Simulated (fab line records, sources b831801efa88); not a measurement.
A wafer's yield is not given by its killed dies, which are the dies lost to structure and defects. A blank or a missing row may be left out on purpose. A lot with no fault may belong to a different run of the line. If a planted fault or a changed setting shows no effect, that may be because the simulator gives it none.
fab line records	flow sky130
[record] lots = 6	wafers = 18	lastDay = 50
route steps=708 shown METAL4@627 VIA4@639 PAD_OPEN@708
lots that met no fault: taken from a fault-free run of the same line
startH: the number of hours between the record's first day and the start of the first shown wafer of the lot	waitH: how many hours have passed since the lot's step before this one	" identical to the entry in the row above	L1.1+2: a single row standing in for several wafers	- either no value or no given start	* or withheld: withheld	< > ~ a bound
route shown NAME@n: names a module that has steps shown in the file, with the first one's number in the route	usual: mean/standard deviation taken from wafers without a fault	same: alike in all rows	chamber/n: place in a boat	sites: readings site by site	_std_site: their standard deviation	_edge_site: inner sites' mean taken away from outer sites' mean	radiusMm: for every site, how far away it sits from the centre of the wafer	mask NAME#n: copy n	behind: the last tool/chamber to shape the wafer	hold: the reason the lot was held/the length of the hold in hours/how it ended	device: names the non-switching transistor (n, p or np)	end of line: the route-end tests of the same wafers	a step with no rows: only its recipe	killed: the dies lost at the first sort to structure and to defects; this is not the yield of the wafer	map: the dies of a wafer, with x for killed, . for not killed, _ for no die there
set.NAME: the setting that was run; set.NAME@STEP: the one run at that earlier step	model.NAME: the simulator's own value behind a step, which no gauge read
a table for each step, a row for each wafer; lots at some steps of the route
services: a tool's chamber out of use, with start hour (startH, from the record's first day; less than 0 if before it), hours out, and reason
[[steps]]
[step SKY_METAL4_PEB_11]
[recipe] pebTempC = withheld	pebTimeS = withheld	resist = KrF-thick
[step SKY_METAL4_DEVELOP_12]
[recipe] developTimeS = 60	resist = KrF-thick	devTempC = 21
[step SKY_METAL4_CD_MEAS_13]
[recipe] targetCdNm = 300
[usual] cdNm = 300.1/1.2
lot.wafer	tool	chamber	startH	waitH	cdNm
L601.1	cdSem-02	-	1018.09	-	299.2
L601.2	"	-	"	"	299.8
L601.6	"	-	"	"	298.4
L603.2	cdSem-01	-	1021.31	-	297.8
L603.5	"	-	"	"	299.0
L603.6	"	-	"	"	298.7
L605.1	cdSem-01	-	1042.80	-	300.7
L605.2	"	-	"	"	299.9
L605.6	"	-	"	"	299.9
L607.1	cdSem-01	-	1056.60	-	298.3
L607.5	"	-	"	"	299.4
L607.6	"	-	"	"	298.6
L612.1	cdSem-01	-	1093.10	-	299.7
L612.2	"	-	"	"	299.4
L612.5	"	-	"	"	299.5
L618.1	cdSem-01	-	1131.33	-	301.3
L618.3	"	-	"	"	300.0
L618.5	"	-	"	"	299.6
[step SKY_METAL4_OVL_MEAS_14]
[usual] METAL4_OVL = 0/5
lot.wafer	tool	chamber	startH	waitH	METAL4_OVL[nm]
L601.1	overlay-02	-	1018.21	0.1	-1
L601.2	"	-	"	"	-7
L601.6	"	-	"	"	-1
L603.2	overlay-01	-	1021.41	0.1	8
L603.5	"	-	"	"	3
L603.6	"	-	"	"	10
L605.1	overlay-02	-	1042.92	0.1	-1
L605.2	"	-	"	"	4
L605.6	"	-	"	"	5
L607.1	overlay-01	-	1056.72	0.1	-2
L607.5	"	-	"	"	7
L607.6	"	-	"	"	-2
L612.1	overlay-01	-	1093.22	0.1	-6
L612.2	"	-	"	"	0
L612.5	"	-	"	"	-5
L618.1	overlay-02	-	1131.45	0.1	-5
L618.3	"	-	"	"	-10
L618.5	"	-	"	"	-13
[step SKY_METAL4_DESCUM_15]
[recipe] chemistry = O2	sourcePowerW = 150	biasPowerW = 0	pressureMtorr = 10	tempC = 40	timeS = 8
[usual] drypumpMotorCurrentA = 5.4/0.42	oesProductAu = 1.001/0.01
[same] timeS = 8
lot.wafer	tool	chamber	startH	waitH	drypumpMotorCurrentA	oesProductAu	rfHoursCounterH
L601.1	rieMetal-03	1	1018.24	0.0	5.3	1.006	10
L601.2	"	1	"	"	5.2	0.995	-
L601.6	"	1	"	"	5.3	1.005	-
L603.2	rieMetal-02	0	1021.44	0.0	6.0	0.999	6
L603.5	"	0	"	"	6.0	1.011	-
L603.6	"	1	"	"	5.3	1.009	-
L605.1	rieMetal-04	0	1042.96	0.0	5.8	1.008	21
L605.2	"	1	"	"	4.7	0.989	19
L605.6	"	1	"	"	4.7	0.985	-
L607.1	rieMetal-04	0	1056.76	0.0	5.8	1.004	22
L607.5	"	1	"	"	4.8	0.986	-
L607.6	"	0	"	"	5.8	0.996	-
L612.1	rieMetal-03	0	1093.26	0.0	5.4	1.008	4
L612.2	"	1	"	"	5.3	0.991	15
L612.5	"	1	"	"	5.3	0.988	-
L618.1	rieMetal-02	1	1131.48	0.0	5.3	1.010	21
L618.3	"	0	"	"	6.0	1.007	-
L618.5	"	0	"	"	6.0	1.013	-
[step SKY_METAL4_ETCH_16]
[recipe] chemistry = N2/H2	target = BARC	ionEnergyEv = 200	biasW = 100	pressureMtorr = 30	n2FlowSccm = 100	h2FlowSccm = 200	icpW = 500	stopOn = SiO2	timeS = 88.2	targetDepthA = 600
[usual] drypumpMotorCurrentA = 5.4/0.42	oesProductAu = 0.625/0.0049	throttleValvePct = 13.205/0.0095
[same] timeS = 88.2
lot.wafer	tool	chamber	startH	waitH	drypumpMotorCurrentA	oesProductAu	rfHoursCounterH	throttleValvePct
L601.1	rieMetal-03	1	1018.30	0.1	5.3	0.633	10	13.218
L601.2	"	1	"	"	5.3	0.632	-	13.212
L601.6	"	1	"	"	5.3	0.630	-	13.199
L603.2	rieMetal-02	0	1021.47	0.0	6.0	0.629	6	13.200
L603.5	"	0	"	"	6.0	0.620	-	13.205
L603.6	"	1	"	"	5.3	0.631	-	13.203
L605.1	rieMetal-04	0	1042.99	0.0	5.8	0.627	21	13.203
L605.2	"	1	"	"	4.8	0.629	19	13.187
L605.6	"	1	"	"	4.8	0.623	-	13.226
L607.1	rieMetal-04	0	1056.79	0.0	5.8	0.634	22	13.214
L607.5	"	1	"	"	4.7	0.629	-	13.204
L607.6	"	0	"	"	5.8	0.625	-	13.204
L612.1	rieMetal-03	0	1093.29	0.0	5.4	0.625	4	13.203
L612.2	"	1	"	"	5.3	0.621	15	13.202
L612.5	"	1	"	"	5.3	0.626	-	13.201
L618.1	rieMetal-02	1	1131.52	0.0	5.3	0.618	21	13.201
L618.3	"	0	"	"	6.0	0.630	-	13.189
L618.5	"	0	"	"	6.0	0.627	-	13.202
[step SKY_METAL4_ETCH_17]
[recipe] target = SiO2	stopOn = TiN	chemistry = C4F8/O2/Ar	sourceW = 1500	biasW = 1200	pressureMtorr = 40	c4f8FlowSccm = withheld	O2_flow_sccm = 6	Ar_flow_sccm = 300	timeS = 3.9	targetDepthA = 150
[usual] oesProductAu = 0.757/0.0071
[same] timeS = 3.9
lot.wafer	tool	chamber	startH	waitH	oesProductAu	rfHoursCounterH
L601.1	rieDiel-01	3	1018.50	0.2	0.749	15
L601.2	"	0	"	"	0.753	17
L601.6	"	0	"	"	0.748	-
L603.2	rieDiel-01	2	1021.57	0.1	0.760	4
L603.5	"	1	"	"	0.767	-
L603.6	"	2	"	"	0.757	-
L605.1	rieDiel-04	3	1043.09	0.1	0.741	19
L605.2	"	2	"	"	0.759	25
L605.6	"	0	"	"	0.750	-
L607.1	rieDiel-04	3	1056.89	0.1	0.757	20
L607.5	"	2	"	"	0.764	-
L607.6	"	1	"	"	0.747	-
L612.1	rieDiel-01	2	1093.39	0.1	0.755	7
L612.2	"	0	"	"	0.757	20
L612.5	"	3	"	"	0.764	-
L618.1	rieDiel-02	2	1131.61	0.1	0.756	8
L618.3	"	0	"	"	0.758	20
L618.5	"	0	"	"	0.765	-
[step SKY_METAL4_METAL_ETCH_18]
[recipe] targetDepthA = 8450	stopOn = SiO2	overEtchFrac = 0.3	timeS = 183.1	chemistry = Cl2/BCl3	resistSidewallDeg = 88	pressureMtorr = 10	icpW = 900	biasW = 48.5	Cl2_flow_sccm = 60	bcl3FlowSccm = 30
[usual] drypumpMotorCurrentA = 5.4/0.45	oesProductAu = 0.866/0.0063	throttleValvePct = 22.265/0.0091
[same] timeS = 183.1
lot.wafer	tool	chamber	startH	waitH	drypumpMotorCurrentA	oesProductAu	rfHoursCounterH	throttleValvePct
L601.1	rieMetal-02	0	1018.52	0.0	6.0	0.862	6	22.255
L601.2	"	1	"	"	5.3	0.868	13	22.274
L601.6	"	1	"	"	5.3	0.861	-	22.258
L603.2	rieMetal-04	0	1021.59	0.0	5.8	0.872	20	22.274
L603.5	"	0	"	"	5.8	0.872	-	22.268
L603.6	"	1	"	"	4.8	0.866	-	22.267
L605.1	rieMetal-03	0	1043.11	0.0	5.4	0.862	1	22.259
L605.2	"	1	"	"	5.3	0.874	12	22.262
L605.6	"	1	"	"	5.3	0.874	-	22.268
L607.1	rieMetal-02	0	1056.91	0.0	6.0	0.858	9	22.265
L607.5	"	1	"	"	5.3	0.852	-	22.256
L607.6	"	0	"	"	6.0	0.864	-	22.283
L612.1	rieMetal-04	1	1093.41	0.0	4.7	0.868	22	22.265
L612.2	"	0	"	"	5.8	0.861	25	22.264
L612.5	"	1	"	"	4.7	0.869	-	22.269
L618.1	rieMetal-02	1	1131.63	0.0	5.3	0.858	21	22.265
L618.3	"	1	"	"	5.3	0.854	-	22.250
L618.5	"	0	"	"	6.0	0.869	-	22.268
[step SKY_METAL4_STRIP_19]
[recipe] chemistry = O2/N2	powerW = 1400	pressureMtorr = 1500	platenTempC = withheld	o2FlowSccm = 3000	n2FlowSccm = 300	overashFraction = 0.5
[step SKY_METAL4_STRIP_20]
[recipe] chemistry = postEtchResidueRemover	timeS = 1200	tempC = 72.5
[step SKY_METAL4_CLEAN_21]
[recipe] chemistry = IPA	timeS = 180	tempC = 25
[step SKY_METAL4_CLEAN_22]
[recipe] chemistry = O3/DIW	dry = n2Spin
[step SKY_VIA4_HDPCVD_00]
[recipe] material = SiO2	targetThkNm = 1750	sigmaOpenFrac = 0.3	timeS = 291.7	tempC = 400	sih4FlowSccm = 60	pressureMtorr = 6
[usual] runLengthS = 320.0/0.64
lot.wafer	tool	chamber	startH	waitH	runLengthS	model.SiO2_of_VIA4_HDPCVD_00.thkNm
L601.1	hdpcvd-02	1	1019.29	0.0	319.7	1736
L601.2	"	0	"	"	320.7	1749
L601.6	"	2	"	"	320.1	1715
L603.2	hdpcvd-01	2	1022.43	0.0	320.2	1746
L603.5	"	0	"	"	320.0	1722
L603.6	"	2	"	"	319.9	1737
L605.1	hdpcvd-01	0	1043.92	0.0	359.1	1953
L605.2	"	1	"	"	318.5	1741
L605.6	"	2	"	"	320.3	1741
L607.1	hdpcvd-01	2	1057.68	0.0	319.8	1749
L607.5	"	0	"	"	358.6	1954
L607.6	"	1	"	"	318.9	1765
L612.1	hdpcvd-02	0	1094.24	0.0	321.2	1726
L612.2	"	2	"	"	320.5	1716
L612.5	"	2	"	"	320.8	1705
L618.1	hdpcvd-02	0	1132.55	0.0	320.4	1771
L618.3	"	1	"	"	319.4	1775
L618.5	"	1	"	"	320.1	1760
[step SKY_VIA4_THK_MEAS_01]
[recipe] reads = SiO2_of_VIA4_HDPCVD_00
[usual] VIA4_HDPCVD_THK = 1734/20
lot.wafer	tool	chamber	startH	waitH	hold	VIA4_HDPCVD_THK[nm]
L601.1	filmMetro-01	-	1019.47	0.1	-	1736
L601.2	"	-	"	"	-	1751
L601.6	"	-	"	"	-	1716
L603.2	filmMetro-03	-	1022.62	0.1	-	1746
L603.5	"	-	"	"	-	1722
L603.6	"	-	"	"	-	1736
L605.1	filmMetro-02	-	1044.10	0.1	awaitDispo/0.2h/release	1954
L605.2	"	-	"	"	awaitDispo/0.2h/release	1741
L605.6	"	-	"	"	awaitDispo/0.2h/release	1741
L605.1	filmMetro-02	-	1044.33	0.2	-	1954
L605.2	"	-	"	"	-	1741
L605.6	"	-	"	"	-	1741
L607.1	filmMetro-02	-	1057.86	0.1	awaitDispo/0.2h/release	1748
L607.5	"	-	"	"	awaitDispo/0.2h/release	1956
L607.6	"	-	"	"	awaitDispo/0.2h/release	1764
L607.1	filmMetro-02	-	1058.08	0.2	-	1749
L607.5	"	-	"	"	-	1954
L607.6	"	-	"	"	-	1764
L612.1	filmMetro-01	-	1094.42	0.1	-	1726
L612.2	"	-	"	"	-	1715
L612.5	"	-	"	"	-	1704
L618.1	filmMetro-03	-	1132.73	0.1	-	1772
L618.3	"	-	"	"	-	1775
L618.5	"	-	"	"	-	1760
[step SKY_VIA4_CMP_02]
[recipe] material = SiO2	downForcePsi = 4	platenRpm = 60	padVelocityMS = 0.94248
[usual] headPressurePsi = 4.001/0.0076	motorCurrentA = 12.4/1.9
lot.wafer	tool	chamber	startH	waitH	hold	headPressurePsi	motorCurrentA
L601.2	cmp-01	2	1019.86	0.4	-	4.004	15.5
L601.1	"	3	"	"	-	3.996	9.5
L601.6	"	1	"	"	-	3.996	12.9
L603.2	cmp-01	3	1022.77	0.1	-	3.997	9.3
L603.6	"	1	"	"	-	4.001	12.9
L603.5	"	2	"	"	-	4.010	16.1
L605.1	cmp-01	0	1047.36	3.0	awaitDispo/2.9h/release	4.009	11.8
L605.2	"	1	"	"	awaitDispo/2.9h/release	4.010	12.6
L605.6	"	3	"	"	awaitDispo/2.9h/release	4.010	9.5
L607.1	cmp-01	2	1069.34	11.2	awaitDispo/10.8h/release	3.993	15.8
L607.5	"	0	"	"	awaitDispo/10.8h/release	3.983	11.5
L607.6	"	1	"	"	awaitDispo/10.8h/release	3.994	13.9
L612.1	cmp-02	2	1094.61	0.2	-	4.004	11.3
L612.2	"	3	"	"	-	3.994	11.6
L612.5	"	1	"	"	-	3.992	13.7
L618.1	cmp-02	0	1132.79	0.1	-	4.007	11.1
L618.3	"	1	"	"	-	4.011	13.6
L618.5	"	0	"	"	-	3.993	11.1
[step SKY_PAD_OPEN_PROBE_99]
[usual] defectLimitedYield = 82.2/2.1	killed_at_M0_to_M3 = 44/7.4	killed_at_M4_up = 3.1/1.8	killedAtContacts = 25/6	killedAtFrontEnd = 15/4.4	killedAtOther = 0.3/0.49	killedDies = 88/10	killedOpen = 48/7.4	killedShort = 39/6.3	sort_bin_3_pad_short = 0.9/0.4	sort_bin_5_function = 10.5/1.5	sort_bin_6_memory = 6.5/1.3	sortNPass = 404/10	sortYieldPct = 82.2/2.1
[same] grossDies = 492	killedAtBackSide = 0	sort_bin_4_leakage[%] = 0	sort_bin_8_speed[%] = 0
lot.wafer	tool	chamber	startH	waitH	defectLimitedYield[%]	killed_at_M0_to_M3	killed_at_M4_up	killedAtContacts	killedAtFrontEnd	killedAtOther	killedDies	killedOpen	killedShort	sort_bin_3_pad_short[%]	sort_bin_5_function[%]	sort_bin_6_memory[%]	sortNPass	sortYieldPct[%]
L601.1	prober-01	-	1111.59	0.1	80.3	40	4	33	20	0	97	53	44	1.8	12.8	5.1	395	80.3
L601.2	prober-01	-	1111.64	0.1	81.7	47	3	24	16	0	90	49	41	0.4	10.6	7.3	402	81.7
L601.6	prober-01	-	1111.84	0.2	82.5	35	0	32	19	0	86	51	35	0.8	11.2	5.5	406	82.5
L605.1	prober-01	-	1134.27	0.1	82.7	46	4	25	9	1	85	47	37	0.6	11.0	5.7	407	82.7
L605.2	prober-01	-	1134.32	0.1	81.7	49	4	22	14	1	90	45	45	1.4	9.3	7.5	402	81.7
L605.6	prober-01	-	1134.52	0.2	81.5	38	3	37	13	0	91	62	29	0.6	10.8	7.1	401	81.5
L607.1	prober-01	-	1144.26	0.1	80.9	52	3	24	15	0	94	49	45	0.4	11.8	6.9	398	80.9
L607.5	prober-01	-	1144.46	0.2	81.7	49	2	23	15	1	90	53	37	0.6	11.8	5.9	402	81.7
L607.6	prober-01	-	1144.51	0.2	83.5	38	4	24	15	0	81	45	36	1.2	10.0	5.3	411	83.5
L612.1	prober-02	-	1178.30	0.1	83.3	49	5	19	9	0	82	51	31	1.0	10.0	5.7	410	83.3
L612.2	prober-02	-	1178.35	0.1	81.5	44	3	27	17	0	91	41	50	1.2	11.8	5.5	401	81.5
L612.5	prober-02	-	1178.50	0.2	86.0	35	2	14	18	0	69	32	37	0.4	10.0	3.7	423	86.0
L618.1	prober-02	-	1207.81	0.1	83.5	42	4	19	16	0	81	46	35	0	10.0	6.5	411	83.5
L618.3	prober-02	-	1207.91	0.2	82.9	48	5	15	15	1	84	49	35	0.6	9.3	7.1	408	82.9
L618.5	prober-02	-	1208.01	0.2	83.3	37	2	28	15	0	82	54	28	0.8	8.5	7.3	410	83.3
// killed by level:class
L601.1 LI_CONTACT:geometricParticle:open=11 VIA1:geometricParticle:open=11 CONTACT:geometricParticle:open=9 LOCAL_INTERCONNECT:geometricParticle:short=7 FIELD_ISO:geometricParticle:short=6 METAL2:geometricParticle:short=6 POLY_GATE:geometricParticle:short=5 VIA1:geometricParticle:short=5
L601.2 VIA1:geometricParticle:open=14 VIA2:geometricParticle:open=9 VIA1:geometricParticle:short=8 LI_CONTACT:geometricParticle:open=6 CONTACT:geometricParticle:short=6 VIA3:geometricParticle:open=6 FIELD_ISO:geometricParticle:open=5 LI_CONTACT:geometricParticle:short=5
L601.6 CONTACT:geometricParticle:open=17 VIA1:geometricParticle:open=12 FIELD_ISO:geometricParticle:short=6 LI_CONTACT:geometricParticle:open=5 LOCAL_INTERCONNECT:geometricParticle:short=5 METAL3:geometricParticle:short=5 VIA3:geometricParticle:open=5 FIELD_ISO:geometricParticle:open=4
L605.1 LI_CONTACT:geometricParticle:open=11 VIA1:geometricParticle:open=10 VIA2:geometricParticle:open=8 VIA2:geometricParticle:short=6 CONTACT:geometricParticle:short=5 FIELD_ISO:geometricParticle:open=4 LI_CONTACT:geometricParticle:short=4 CONTACT:geometricParticle:open=4
L605.2 METAL1:geometricParticle:short=8 LI_CONTACT:geometricParticle:open=8 VIA1:geometricParticle:open=7 CONTACT:geometricParticle:open=6 VIA3:geometricParticle:short=6 VIA2:geometricParticle:short=6 METAL2:geometricParticle:short=6 CONTACT:geometricParticle:short=5
L605.6 VIA3:geometricParticle:open=13 LI_CONTACT:geometricParticle:open=12 CONTACT:geometricParticle:open=11 VIA2:geometricParticle:open=9 VIA1:geometricParticle:open=8 CONTACT:geometricParticle:short=7 FIELD_ISO:geometricParticle:open=6 LI_CONTACT:geometricParticle:short=3
L607.1 VIA1:geometricParticle:open=13 CONTACT:geometricParticle:open=9 METAL2:geometricParticle:short=6 VIA2:geometricParticle:open=6 VIA1:geometricParticle:short=6 POLY_GATE:geometricParticle:short=5 LI_CONTACT:geometricParticle:open=5 LOCAL_INTERCONNECT:geometricParticle:short=5
L607.5 VIA2:geometricParticle:open=13 VIA1:geometricParticle:open=12 LI_CONTACT:geometricParticle:open=9 VIA1:geometricParticle:short=6 FIELD_ISO:geometricParticle:open=5 POLY_GATE:geometricParticle:short=5 CONTACT:geometricParticle:open=5 METAL2:geometricParticle:short=5
L607.6 LI_CONTACT:geometricParticle:open=8 CONTACT:geometricParticle:open=8 VIA3:geometricParticle:open=8 METAL1:geometricParticle:short=5 METAL2:geometricParticle:short=5 FIELD_ISO:geometricParticle:open=4 POLY_GATE:geometricParticle:short=4 METAL3:geometricParticle:short=4
L612.1 VIA2:geometricParticle:open=10 VIA1:geometricParticle:open=9 VIA3:geometricParticle:open=8 LI_CONTACT:geometricParticle:open=7 METAL3:geometricParticle:short=4 POLY_GATE:geometricParticle:open=4 METAL2:geometricParticle:short=4 CONTACT:geometricParticle:short=4
L612.2 LI_CONTACT:geometricParticle:open=10 CONTACT:geometricParticle:open=9 VIA1:geometricParticle:open=8 POLY_GATE:geometricParticle:short=7 METAL1:geometricParticle:short=6 VIA3:geometricParticle:short=6 METAL2:geometricParticle:short=6 FIELD_ISO:geometricParticle:short=5
L612.5 FIELD_ISO:geometricParticle:short=7 VIA2:geometricParticle:open=7 METAL1:geometricParticle:short=7 VIA1:geometricParticle:open=5 CONTACT:geometricParticle:open=5 METAL3:geometricParticle:short=5 LI_CONTACT:geometricParticle:short=3 POLY_GATE:geometricParticle:short=3
L618.1 VIA1:geometricParticle:open=13 CONTACT:geometricParticle:open=8 VIA2:geometricParticle:short=6 VIA2:geometricParticle:open=5 VIA3:geometricParticle:short=5 POLY_GATE:geometricParticle:open=4 POLY_GATE:geometricParticle:short=4 METAL2:geometricParticle:short=4
L618.3 VIA1:geometricParticle:open=12 VIA3:geometricParticle:open=11 VIA1:geometricParticle:short=6 FIELD_ISO:geometricParticle:short=5 LI_CONTACT:geometricParticle:open=5 VIA2:geometricParticle:open=5 CONTACT:geometricParticle:open=4 METAL1:geometricParticle:short=4
L618.5 CONTACT:geometricParticle:open=11 FIELD_ISO:geometricParticle:open=8 VIA3:geometricParticle:open=8 VIA2:geometricParticle:open=6 LOCAL_INTERCONNECT:geometricParticle:short=5 METAL1:geometricParticle:short=5 VIA1:geometricParticle:open=5 VIA1:geometricParticle:short=5
[[services]]
tool	chamber	startH	hours	kind
rieMetal-04	-	1002.14	0.2	repair
rieMetal-03	0	1003.68	-	clean
rieMetal-03	0	1003.68	21.4	scheduledDown
rieMetal-03	0	1003.68	21.4	ventCycle
cmp-02	-	1018.53	4.6	pm
rieDiel-01	-	1037.64	4.3	pm
cmp-02	-	1084.04	4.0	pm
rieDiel-01	1	1084.37	7.1	repair
cmp-02	-	1088.04	-	consumableReplace:conditioner
cmp-02	-	1088.04	-	consumableReplace:pad
rieDiel-04	3	1089.70	3.3	repair
rieDiel-04	3	1099.33	8.9	repair
cmp-02	-	1099.50	0.8	repair
rieDiel-04	2	1108.22	-	clean
rieDiel-04	2	1108.22	19.0	scheduledDown
rieDiel-04	2	1108.22	19.0	ventCycle
cmp-01	-	1110.06	5.3	pm
rieMetal-04	0	1111.35	-	clean
rieMetal-04	0	1111.35	-	consumableReplace:focusRing
rieMetal-04	0	1111.35	16.1	scheduledDown
rieMetal-04	0	1111.35	16.1	ventCycle
rieDiel-02	0	1132.02	8.6	repair
[[key]]
[firstSign] step = SKY_VIA4_HDPCVD_00	reading = runLengthS	direction = up	sigmas = 61	usual = *	struck = *
[effect] step = SKY_VIA4_THK_MEAS_01	reading = visit	direction = added
[effect] step = SKY_VIA4_THK_MEAS_01	reading = VIA4_HDPCVD_THK	direction = up	sigmas = 11	usual = 1734	struck = 1955
[modelEffect] step = SKY_VIA4_HDPCVD_00	value = SiO2_of_VIA4_HDPCVD_00.thkNm	without = 1720	struck = 1954
metAt SKY_VIA4_HDPCVD_00
struckWafers L605.1,L607.5
onsetBetween 1022.43 1043.92
[fault] kind = processParameterDrift	tool = hdpcvd-01	chamber = 0	onsetH = 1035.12	steps = SKY_VIA4_HDPCVD_00	channel = timeS	offset = *	shape = step	endH = 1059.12	actsIn = *	stated = *
